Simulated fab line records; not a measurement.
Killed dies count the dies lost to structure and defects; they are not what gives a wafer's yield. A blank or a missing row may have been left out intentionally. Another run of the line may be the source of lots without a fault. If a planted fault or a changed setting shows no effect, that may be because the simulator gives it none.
A lot that was struck, set against a sound lot :: flow gf180mcu :: 17 out of 602 route steps
Sound: the wafers L256.2, L256.5, L256.6. Wafers struck: L265.1, L265.3, L265.6. At the end, the cause is stated.
Order at every step that has rows: each side's tool, ch and its chambers, its first start. Under that, the readings that differ: sound wafers :: struck wafers :: difference of the means :: sigmas: that difference in standard deviations of wafers without a fault.
alike: same words and numbers on both sides, and readings whose means sit less than 2 such deviations apart. not compared: any withheld reading, any reading some wafer has no value for, any bound like >300 that may hide the same value, and any number with overlapping values for which the record gives no deviation.
The two part at a step that has a row with sigmas, a row that says differs or no value, or rows on one side only. Numbers that don't overlap but have no deviation are shown without sigmas and don't part them. A reading that every wafer of one side lacks parts them only if that side has two wafers or more.

first, 6 steps without rows for these wafers: GF_PSD_HMDS_01 (prime time 60 s); GF_PSD_COAT_02 (resist thk 1000 nm); GF_PSD_SOFTBAKE_03 (time 60 s); GF_PSD_EXPOSE_04 (exposes mask Pplus, target cd 400 nm); GF_PSD_PEB_05; GF_PSD_DEVELOP_06 (develop time 60 s).
GF_PSD_CD_MEAS_07: target cd 400 nm.
  sound on cd sem-02 at day 16 01:16; struck on cd sem-01 at day 19 09:47
  alike: cd nm
GF_PSD_OVL_MEAS_08:
  sound on overlay-01 at day 16 01:23; struck on overlay-02 at day 19 09:54
  alike: PSD_OVL
next, for these wafers, 1 step has no rows: GF_PSD_IMPLANT_09.
GF_PSD_STRIP_10: strips in O2/N2.
  sound on plasma asher-01 ch 0,1, day 16 01:34; struck on plasma asher-03 ch 0,1, day 19 10:05
  alike: drypump motor current A, heater power w, oes product au, strip time to endpoint s
  not compared: rf hours counter h
GF_PSD_TW_MEAS_11:
  sound on film metro-04 at day 16 01:40; struck on film metro-02 at day 19 10:13
reading: PSD_TW
sound: 3198 3192 3205
struck: 3149 3155 3170
difference: -40
sigmas: -2
then, 1 step without rows for these wafers: GF_PSD_CLEAN_12 (cleans in SC1/SC2, time 150 s).
GF_PSD_RTA_13: time 20 s.
  sound on rtp anneal-01 ch 0, day 16 01:47; struck on rtp anneal-01 ch 0, day 19 10:23
  alike: lamp power pct, wafer_temp_C_max
GF_PSD_RS_MEAS_14: uses a four-point probe to measure.
  sound on film metro-03 at day 16 01:52; struck on film metro-03 at day 19 10:28
reading: NSD_RS (ohm/sq)
sound: 46.17 46.22 46.18
struck: 42.71 42.68 42.62
difference: -3.52
sigmas: -40
GF_PSD_RS_MEAS_15: uses a four-point probe to measure.
  sound on film metro-03 at day 16 01:59; struck on film metro-03 at day 19 10:35
reading: PSD_RS (ohm/sq)
sound: 108.8 108.4 108.9
struck: 98.7 99.1 98.7
difference: -9.9
sigmas: -29
GF_SAB_CVD_00: deposits SiO2 from TEOS, target thk 50 nm, time 4.9302 s.
  sound on pecvd-01 ch 1,2, day 16 02:05; struck on pecvd-03 ch 0,1, day 19 10:42
  alike: heater power w
next, for these wafers, 1 step has no rows: GF_PASSIVATION_PROBE_99.

## WHERE THEY PART
Last at GF_PSD_RS_MEAS_15 as far as this record goes, first at GF_PSD_TW_MEAS_11. Later steps at which nothing parts them and some readings are alike: GF_SAB_CVD_00.

WHY: what had been put in by the simulator
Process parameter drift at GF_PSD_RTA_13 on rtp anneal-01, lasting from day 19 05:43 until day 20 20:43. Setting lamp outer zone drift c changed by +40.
